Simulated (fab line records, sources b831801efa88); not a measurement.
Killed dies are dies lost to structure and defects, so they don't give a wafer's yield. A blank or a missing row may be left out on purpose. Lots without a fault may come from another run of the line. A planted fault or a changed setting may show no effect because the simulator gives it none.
Problem report in the 8D (eight disciplines) form, filled by code | flow sky130 | the parts of the form that need people (team, actions taken, sign-off) are left out

1. THE PROBLEM
CAPM_TIN_RS at SKY_CAPM_RS_MEAS_03 reads a mean of 5.81 ohm/sq on 2 wafers of 1 lot; wafers without a fault read 6.89 ohm/sq with a standard deviation of 0.058. That is -19 standard deviations from the usual mean.
The step: measures by four-point-probe.
First seen on wafer L937.1, day 39 00:11, on film_metro-04. The record holds 39 wafers of 13 lots with a number at this step. Rule for "out", or "out of limits": more than 4 standard deviations from the usual mean. The other wafers with a number count as sound.

2. WHAT IT IS AND WHAT IT IS NOT
question                    | is                | is not
which readings at this step | CAPM_TIN_RS       | -
which lots                  | L937              | L932, L933, L934, L947, L948, L949, L950, L951, L952, L953, L954, L955
which wafers of those lots  | L937.1, L937.2    | L937.3
read on which gauges        | film_metro-04     | film_metro-02, film_metro-03
when                        | from day 39 00:11 | up to then (10 sound wafers); but 27 sound wafers of L947, L948, L949, L950, L951, L952, L953, L954, L955 came after

3. SUSPECTS, AND WHAT RULES EACH OUT
Counting: a tool at a process step up to the reading stays a suspect if it ran every lot that is out. Sound lots after the first of them don't rule it out here, since some wafers of a struck lot are sound.
- the gauge at SKY_CAPM_RS_MEAS_03: ruled out. All the wafers that are out were read on film_metro-04, but those of them that SKY_CAPM_METAL_ETCH_13 has rows for are out there too, on other tools.
- pvd_sputter-01 at SKY_CAPM_SPUTTER_02 (material TiN, target thk 200 nm, time 166.7 s): kept. It ran the lot that is out, L937 (day 39 00:05); its last sound lot up to then is L933 (day 37 12:32).
Left after counting: pvd_sputter-01 at SKY_CAPM_SPUTTER_02.

4. THE CAUSE (what the simulator had put in)
Process parameter drift: pvd_sputter-01, from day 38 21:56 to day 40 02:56, at SKY_CAPM_SPUTTER_02. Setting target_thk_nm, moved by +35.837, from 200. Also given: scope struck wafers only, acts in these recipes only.
Counting left only this tool.

5. THE CHAIN OF EFFECTS, in route order
Each row: a reading whose mean over the struck wafers that have a number lies more than 3 standard deviations from the usual. Only readings for which the record gives a usual standard deviation are gone through. hours: the time from each lot's start at the first step in this table that gives one to its start at this step, as a median over the lots. sigmas: the change in usual standard deviations.
hours | step                   | reading              | usual       | on struck wafers | change | sigmas
0     | SKY_CAPM_RS_MEAS_03    | CAPM_TIN_RS          | 6.89 ohm/sq | 5.81             | -1.08  | -19
0     | SKY_CAPM_THK_MEAS_04   | CAPM_TIN_THK         | 200.6 nm    | 238.2            | +37.6  | +21
24    | SKY_CAPM_METAL_ETCH_13 | oes_product_au       | 0.942 a.u.  | 1.008            | +0.066 | +11
24    | SKY_CAPM_METAL_ETCH_13 | throttle_valve_pct   | 21.901 %    | 21.868           | -0.033 | -3.4
215   | SKY_PAD_OPEN_PROBE_99  | defect_limited_yield | 82.5 %      | 3.2              | -79.3  | -42
215   | SKY_PAD_OPEN_PROBE_99  | killed_at_other      | 0.3         | 390.0            | +389.7 | +99 or more
215   | SKY_PAD_OPEN_PROBE_99  | killed_dies          | 86          | 476              | +390   | +41
215   | SKY_PAD_OPEN_PROBE_99  | killed_on_rim        | 17          | 95               | +78    | +22
The process steps in it:
- SKY_CAPM_METAL_ETCH_13: etches TiN in Cl2/BCl3, stops on SiO2, target depth 220 nm, time 62.9 s.
- SKY_PAD_OPEN_PROBE_99

6. WHAT WOULD HAVE CAUGHT IT SOONER
In this record the first reading out of limits at a measuring or inspecting step was taken at day 39 00:11, 2 hours after the fault began at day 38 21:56.
Of the tool readings at SKY_CAPM_SPUTTER_02 for which the record gives a usual standard deviation, none was out on any struck wafer, so an alarm limit of 4 standard deviations on them would not have fired.
All the lots that are out (1) had begun SKY_CAPM_SPUTTER_02 on pvd_sputter-01 by day 39 00:11. A hold on the tool at that time would have spared none of them.
